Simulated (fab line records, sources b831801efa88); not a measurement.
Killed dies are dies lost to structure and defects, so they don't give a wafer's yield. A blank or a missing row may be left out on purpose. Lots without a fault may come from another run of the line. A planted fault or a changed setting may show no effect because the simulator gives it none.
Which tool did it? | flow gf180mcu | 12 lots, 36 wafers sampled, at 4 steps of a route of 602

WHAT THE GAUGES READ, wafer by wafer
GF_STI_THK_MEAS_24.
lot  | measured    | on            | STI_CVD_23_THK (nm)
L399 | day 2 04:58 | film_metro-02 | 645 655 642
L400 | day 2 10:26 | film_metro-02 | 651 657 652
L401 | day 2 18:22 | film_metro-03 | 634 640 645
L403 | day 3 01:37 | film_metro-03 | 653 657 654
L404 | day 3 05:40 | film_metro-02 | 639 645 640
L406 | day 3 17:00 | film_metro-03 | 643 648 648
L408 | day 4 02:17 | film_metro-04 | 656 650 650
L411 | day 4 17:03 | film_metro-04 | 654 665 646
L412 | day 4 23:07 | film_metro-03 | 655 661 654
L418 | day 6 05:04 | film_metro-04 | 659 536 531
L419 | day 6 10:44 | film_metro-02 | 533 651 651
L422 | day 7 02:14 | film_metro-04 | 645 527 641

GF_NWELL_OVL_MEAS_07.
lot  | measured    | on         | NWELL_OVL (nm)
L399 | day 3 07:24 | overlay-02 | -0.7 -2.1 -2.1
L400 | day 3 15:34 | overlay-01 | -4.0 -4.0 -5.0
L401 | day 3 22:20 | overlay-01 | 0.3 -1.3 0.2
L403 | day 4 06:35 | overlay-02 | -1.2 -1.4 -1.6
L404 | day 4 10:07 | overlay-01 | -2.6 -1.7 0.2
L406 | day 4 22:59 | overlay-01 | -0.6 0.6 0.1
L408 | day 5 08:20 | overlay-01 | 1.6 1.8 1.7
L411 | day 6 00:46 | overlay-02 | 0.1 1.1 0.0
L412 | day 6 07:14 | overlay-01 | -2.6 -3.0 -3.7
L418 | day 7 15:10 | overlay-01 | -2.4 -4.6 -3.4
L419 | day 7 20:04 | overlay-02 | -3.9 -4.5 -2.4
L422 | day 8 13:41 | overlay-01 | 4.2 1.5 2.6

WHICH TOOL RAN EACH LOT (tool, then ch and the chambers of the sampled wafers, then the start)
lot  | GF_STI_CVD_23                   | GF_STI_CMP_25
L399 | hdpcvd-02 ch 0,1, day 2 04:53   | cmp-01 ch 0,3, day 2 05:01
L400 | hdpcvd-01 ch 0,1,2, day 2 10:20 | cmp-01 ch 1,2, day 2 10:29
L401 | hdpcvd-02 ch 0,1,2, day 2 18:17 | cmp-02 ch 0,1,2, day 2 18:26
L403 | hdpcvd-02 ch 0,1,2, day 3 01:33 | cmp-01 ch 1,2,3, day 3 01:41
L404 | hdpcvd-02 ch 0,1, day 3 05:35   | cmp-02 ch 0,1,3, day 3 05:46
L406 | hdpcvd-01 ch 0,1, day 3 16:55   | cmp-02 ch 0,1, day 3 17:07
L408 | hdpcvd-02 ch 0,1,2, day 4 02:12 | cmp-01 ch 0,2,3, day 4 02:20
L411 | hdpcvd-01 ch 1,2, day 4 16:58   | cmp-01 ch 1,2, day 4 17:21
L412 | hdpcvd-01 ch 0,1,2, day 4 23:01 | cmp-01 ch 2,3, day 4 23:13
L418 | hdpcvd-01 ch 1,2, day 6 04:59   | cmp-01 ch 0,1,3, day 6 05:13
L419 | hdpcvd-01 ch 0,1,2, day 6 10:39 | cmp-02 ch 1,2,3, day 6 10:50
L422 | hdpcvd-01 ch 0,1,2, day 7 02:09 | cmp-02 ch 1,2,3, day 7 02:17
- GF_STI_CVD_23: deposits SiO2, target thk 650 nm, time 108.3 s.
- GF_STI_CMP_25: polishes, stops on Si3N4, t overpolish 33 s, target thk 524.6 nm.

WHAT THE TOOLS THEMSELVES READ (means of the sampled wafers that have a number; where no wafer has one, the mark that the record gives instead)
GF_STI_CMP_25.
lot  | tool   | head_pressure_psi (psi) | motor_current_A (A) | slurry_flow_ml_min | time_to_endpoint_s (s)
L399 | cmp-01 | 4.003                   | 11.7                | 149.6              | 123
L400 | cmp-01 | 4.002                   | 11.8                | 150.0              | 126
L401 | cmp-02 | 4.003                   | 13.0                | 150.1              | 125
L403 | cmp-01 | 4.011                   | 12.3                | 149.7              | 125
L404 | cmp-02 | 3.999                   | 12.5                | 149.7              | 124
L406 | cmp-02 | 3.994                   | 12.7                | 150.1              | 123
L408 | cmp-01 | 4.008                   | 12.2                | 150.2              | 124
L411 | cmp-01 | 4.003                   | 11.8                | 149.8              | 127
L412 | cmp-01 | 3.992                   | 11.3                | 150.1              | 124
L418 | cmp-01 | 4.007                   | 12.2                | 150.5              | 107
L419 | cmp-02 | 4.004                   | 13.1                | 149.9              | 117
L422 | cmp-02 | 3.996                   | 13.3                | 150.4              | 110

THE ANSWER, worked out from the rows above alone
Rule: what is usual is taken from the lots themselves. Put in order of their means at a reading, lots are off if they are a third of the lots or fewer, leave a main group of 4 or more, and stand apart from it by a gap of 3 or more times the standard deviation of the main group's means; of several such gaps the widest counts. A main group whose means are all the same, to the digits that the tables above print for the reading, isn't used. A lot without any number at a reading at which 4 lots or more have one is off too. The other lots that the step has rows for count as sound. The gauges are gone through in route order, then the tools' own readings, and for those a lot's mean is taken as printed above. The first step at which some lot is off is used, and at that step the reading that is off furthest; a lot without a number counts as furthest.
Off: L418, L419, L422, at GF_STI_THK_MEAS_24 (STI_CVD_23_THK). The main group: mean 650 nm, standard deviation 5.8.
A tool fits if, at a process step before that reading, it ran every lot that is off, and no sound lot after the first of them. The gauges at GF_STI_THK_MEAS_24 aren't tried: what is off there is off at GF_STI_CMP_25 too, on other tools, and a gauge's error can't cause that. One fits: hdpcvd-01 at GF_STI_CVD_23. Its last sound lot is L412 (day 4 23:01), its first lot that is off L418 (day 6 04:59): a fault that began between those two fits.

WHAT THE SIMULATOR HAD PUT IN
Process parameter drift: hdpcvd-01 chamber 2, from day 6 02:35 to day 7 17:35, at GF_STI_CVD_23. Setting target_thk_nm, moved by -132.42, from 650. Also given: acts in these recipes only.
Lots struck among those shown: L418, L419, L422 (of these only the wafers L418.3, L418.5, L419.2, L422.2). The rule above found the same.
